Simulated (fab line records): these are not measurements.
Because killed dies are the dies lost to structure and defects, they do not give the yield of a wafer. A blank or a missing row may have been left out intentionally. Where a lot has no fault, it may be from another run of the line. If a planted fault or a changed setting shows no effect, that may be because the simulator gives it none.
The tool behind it: which one? ; flow gf180mcu ; at 1 step of a route of 602, 12 lots with 36 wafers sampled

## WHAT THE GAUGES READ, wafer by wafer
GF_MVSD_OVL_MEAS_07.
lot;measured;on;MVSD_OVL (nm)
L973;day 4 23:53;overlay-02;-3.1 -0.3 -2.0
L975;day 5 09:07;overlay-02;-0.5 -0.7 -2.8
L976;day 5 16:49;overlay-01;-1.4 0.1 0.8
L977;day 5 21:32;overlay-01;1.2 0.2 -3.2
L978;day 6 05:34;overlay-01;-2.0 -1.4 1.0
L982;day 7 01:55;overlay-02;-1.4 -1.3 0.1
L984;day 7 13:37;overlay-02;-3.3 -1.5 -1.3
L985;day 7 19:26;overlay-01;-0.2 0.7 1.6
L987;day 8 09:52;overlay-02;0.7 -1.4 1.7
L988;day 8 14:08;overlay-02;-1.8 -0.7 -2.7
L990;day 9 02:52;overlay-02;-1.5 -2.0 -0.8
L991;day 9 04:11;overlay-01;1.0 2.2 -0.8

## WHAT TOOL EACH LOT RAN ON (gives the tool, then ch and the chambers of the sampled wafers, and finally the start)
There is no process step in the record ahead of these readings.

## WHAT THE TOOLS THEMSELVES READ (means of the sampled wafers that have a number; where no wafer has one, the mark that the record gives instead)
The record holds no such reading with a usual standard deviation.

## THE ANSWER, worked out from the rows above alone
Rule: usual is defined by the lots themselves. The widest of any qualifying gaps counts: lots, ordered by their means at a reading, are off when they make up no more than a third of the lots, leave a main group of 4 or more, and stand apart from it by 3 or more times the standard deviation of that group's means. A main group whose means are all the same, to the digits that the tables above print for the reading, isn't used. A lot without any number at a reading at which 4 lots or more have one is off too. The other lots that the step has rows for count as sound. Order of review: gauges by route order, followed by the tools' own readings, for which a lot's mean as printed above is used. The first step at which some lot is off is used, and at that step the reading that is off furthest; a lot without a number counts as furthest.
Nothing can be told from this: no lot is off at any reading shown.

## WHAT THE SIMULATOR PUT IN
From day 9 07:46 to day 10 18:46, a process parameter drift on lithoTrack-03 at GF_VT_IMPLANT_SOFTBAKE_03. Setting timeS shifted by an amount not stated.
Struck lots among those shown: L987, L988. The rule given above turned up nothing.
